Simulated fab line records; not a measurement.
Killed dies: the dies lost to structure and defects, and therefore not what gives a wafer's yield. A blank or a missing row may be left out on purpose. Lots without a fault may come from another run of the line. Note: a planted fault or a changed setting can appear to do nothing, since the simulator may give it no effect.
Chamber matching -- flow sky130 -- 4 sister chambers for SKY_VIA2_CMP_24 on cmp-01
The step polishes, stops on SiO2, t overpolish 20 s, target thk 0 nm. 7 wafers are shown with their chamber, then 7 later ones without.

WAFERS PAIRED WITH THEIR CHAMBERS
wafer,chamber,motor-current-A (A),time-to-endpoint-s (s)
L538.2,1,11.0,102
L538.3,3,11.9,100
L544.4,1,10.8,101
L544.5,2,10.9,100
L552.3,2,10.3,97
L556.6,0,12.8,98
L557.1,0,12.1,97

WAFERS WITHOUT THEIR CHAMBER
wafer,motor-current-A (A),time-to-endpoint-s (s)
L557.3,11.0,92
L555.1,12.7,98
L555.4,11.1,95
L555.5,12.8,97
L558.2,12.9,95
L558.3,11.8,94
L558.5,10.9,98

CHAMBER TAKEN BY EACH
wafer,from the rows above,in truth
L557.3,can't be placed: 2 or 0 or 3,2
L555.1,can't be placed: 0 or 3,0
L555.4,can't be placed: 2 or 0 or 3 or 1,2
L555.5,0,0
L558.2,0,0
L558.3,can't be placed: 0 or 3 or 2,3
L558.5,can't be placed: 2 or 1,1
2 of 7 placed correctly. These rows do not allow placing 5 (true chamber among the candidates in 5). Wrongly placed: 0.
How it was worked out, from the rows above alone: a wafer's distance from a chamber is the root of the sum, over the readings, of the square of ((its reading less the chamber's mean) divided by the reading's scatter). The wafer belongs to the nearest chamber; if the next one is less than 2 further off, it can't be placed. Each chamber's mean is taken over the wafers shown for it. The scatter is the square root of a quotient: the sum, over the shown wafers, of each reading's squared deviation from its chamber's mean, divided by wafers minus chambers.
